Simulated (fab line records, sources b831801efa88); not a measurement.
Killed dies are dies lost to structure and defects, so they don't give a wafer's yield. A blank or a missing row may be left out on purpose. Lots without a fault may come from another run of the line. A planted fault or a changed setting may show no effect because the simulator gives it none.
Chamber matching | flow gf180mcu | GF_PASSIVATION_CVD_00 on pecvd-03: 3 sister chambers
The step deposits SiO2 from TEOS, target thk 1000 nm, time 111.95 s. 6 wafers are shown with their chamber, then 8 later ones without.

WAFERS WITH THEIR CHAMBER
wafer  | chamber | heater_power_w (W)
L808.3 | 0       | 737
L808.4 | 1       | 721
L810.1 | 1       | 694
L810.3 | 2       | 825
L810.4 | 0       | 686
L813.1 | 2       | 789

WAFERS WITHOUT THEIR CHAMBER
wafer  | heater_power_w (W)
L813.3 | 623
L813.4 | 746
L814.3 | 624
L814.4 | 760
L814.5 | 709
L815.1 | 829
L815.3 | 646
L815.6 | 655

WHICH CHAMBER EACH WENT THROUGH
wafer  | from the rows above          | in truth
L813.3 | can't be placed: 1 or 0      | 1
L813.4 | can't be placed: 0 or 1 or 2 | 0
L814.3 | can't be placed: 1 or 0      | 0
L814.4 | can't be placed: 2 or 0 or 1 | 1
L814.5 | can't be placed: 1 or 0      | 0
L815.1 | 2                            | 2
L815.3 | can't be placed: 1 or 0      | 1
L815.6 | can't be placed: 1 or 0      | 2
Placed correctly: 1 of 8. Can't be placed from these rows: 7 (the true chamber is among the candidates in 6). Placed wrongly: 0.
How it was worked out, from the rows above alone: a wafer's distance from a chamber is the root of the sum, over the readings, of the square of ((its reading less the chamber's mean) divided by the reading's scatter). The wafer belongs to the nearest chamber; if the next one is less than 2 further off, it can't be placed. A chamber's mean is the mean of its shown wafers. The scatter: the root of (the sum of the squares of (reading less its chamber's mean) over the shown wafers, divided by (wafers less chambers)).
